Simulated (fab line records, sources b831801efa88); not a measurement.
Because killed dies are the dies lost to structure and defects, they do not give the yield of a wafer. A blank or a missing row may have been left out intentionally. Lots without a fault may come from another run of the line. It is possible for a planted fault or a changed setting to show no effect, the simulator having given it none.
Struck lot and sound lot, side by side    flow sfq-line    13 out of 325 route steps
Sound: these wafers, L848.2, L848.4, L848.6. Struck: wafers L845.2, L845.4 (left out: L845.1, a lot-mate that was not struck); the cause follows at the end.
Order at every step that has rows: each side's tool, ch and its chambers, its first start. Under that, the readings that differ: sound wafers    struck wafers    difference of the means    sigmas: that difference in standard deviations of wafers without a fault.
alike: a reading whose means differ by less than 2 such deviations, as well as words and numbers matching on both sides. not compared: withheld readings; readings where some wafer has no value; bounds like >300 that might hide an equal value; numbers whose values overlap and for which the record gives no deviation.
Wherever a step has rows on one side only, a row that says differs or no value, or a row with sigmas, the two part there. Non-overlapping numbers with no deviation appear without sigmas and do not part them. A reading missing from all wafers of one side parts the sides only when that side holds two or more wafers.

first, 1 step without rows for these wafers: SFQ_TRILAYER_M2_DEP_PRE_CLEAN_056 (time 22.5 s).
SFQ_TRILAYER_M2_DEP_SPUTTER_055: material Nb, target thk 200 nm, time 133.3 s.
  sound on pvd-sputter-05, day 34 04:35; struck on pvd-sputter-03, day 34 01:09
reading                 sound           struck     difference  sigmas
throttle-valve-pct (%)  29.3 28.5 28.5  30.3 29.9  +1.3        +2
SFQ_M2_RS_MEAS_914: the measuring method here is four-point-probe.
  sound on film-metro-02, day 34 04:41; struck on film-metro-01, day 34 01:15
  alike: M2_NB_RS
then, 6 steps without rows for these wafers: SFQ_TRILAYER_M2_LITHO_COAT_062 (resist thk 62 nm); SFQ_TRILAYER_M2_LITHO_COAT_057 (resist thk 600 nm); SFQ_TRILAYER_M2_LITHO_SOFTBAKE_061; SFQ_TRILAYER_M2_LITHO_EXPOSE_058 (exposes mask M2, target cd 500 nm); SFQ_TRILAYER_M2_LITHO_PEB_060 (peb time 60 s); SFQ_TRILAYER_M2_LITHO_DEVELOP_059 (time 60 s).
-- the record jumps here: 6 days lie between the struck wafers' starts before and after --
SFQ_M2_OVL_MEAS_916:
  sound on overlay-02, day 40 09:14; struck on overlay-01, day 40 03:14
  alike: M2_OVL
SFQ_TRILAYER_M2_BARC_OPEN_METAL_ETCH_077: etches BARC in O2, target depth 125 nm, time 41.7 s.
  sound on rie-metal-02 ch 1, day 40 09:16; struck on rie-metal-03 ch 1, day 40 03:16
  alike: drypump-motor-current-A, oes-product-au
  not compared: rf-hours-counter-h
SFQ_TRILAYER_M2_ETCH_METAL_ETCH_060: etches Nb in Cl2/Ar, stops on SiO2, target depth 240 nm, time 120 s.
  sound on rie-metal-02 ch 1, day 40 09:20; struck on rie-metal-03 ch 1, day 40 03:20
reading                                              sound              struck       difference  sigmas
model.KrF_of_TRILAYER_M2_LITHO_COAT_057.thk-nm (nm)  382.9 381.9 382.4  312 310.7    -71         
model.SiO2_of_TRILAYER_I1_DEP_PECVD_045.thk-nm (nm)  192.6 191.1 190.3  179 179.2    -12         
model.M2.feature-depth-nm (nm)                       202.2 200.7 202.1  214.6 212.2  +11.7       
  alike: drypump-motor-current-A, oes-product-au
  not compared: rf-hours-counter-h
SFQ_TRILAYER_M2_STRIP_STRIP_061: strips in O2.
  sound on rie-metal-02 ch 1, day 40 09:27; struck on rie-metal-03 ch 1, day 40 03:27
  alike: drypump-motor-current-A, oes-product-au
  not compared: rf-hours-counter-h

WHERE THEY PART
Only at SFQ_TRILAYER_M2_DEP_SPUTTER_055, within this record. Later steps at which nothing parts them and some readings are alike: SFQ_M2_RS_MEAS_914, SFQ_M2_OVL_MEAS_916, SFQ_TRILAYER_M2_BARC_OPEN_METAL_ETCH_077, SFQ_TRILAYER_M2_ETCH_METAL_ETCH_060, SFQ_TRILAYER_M2_STRIP_STRIP_061.

WHY: the cause the simulator had injected
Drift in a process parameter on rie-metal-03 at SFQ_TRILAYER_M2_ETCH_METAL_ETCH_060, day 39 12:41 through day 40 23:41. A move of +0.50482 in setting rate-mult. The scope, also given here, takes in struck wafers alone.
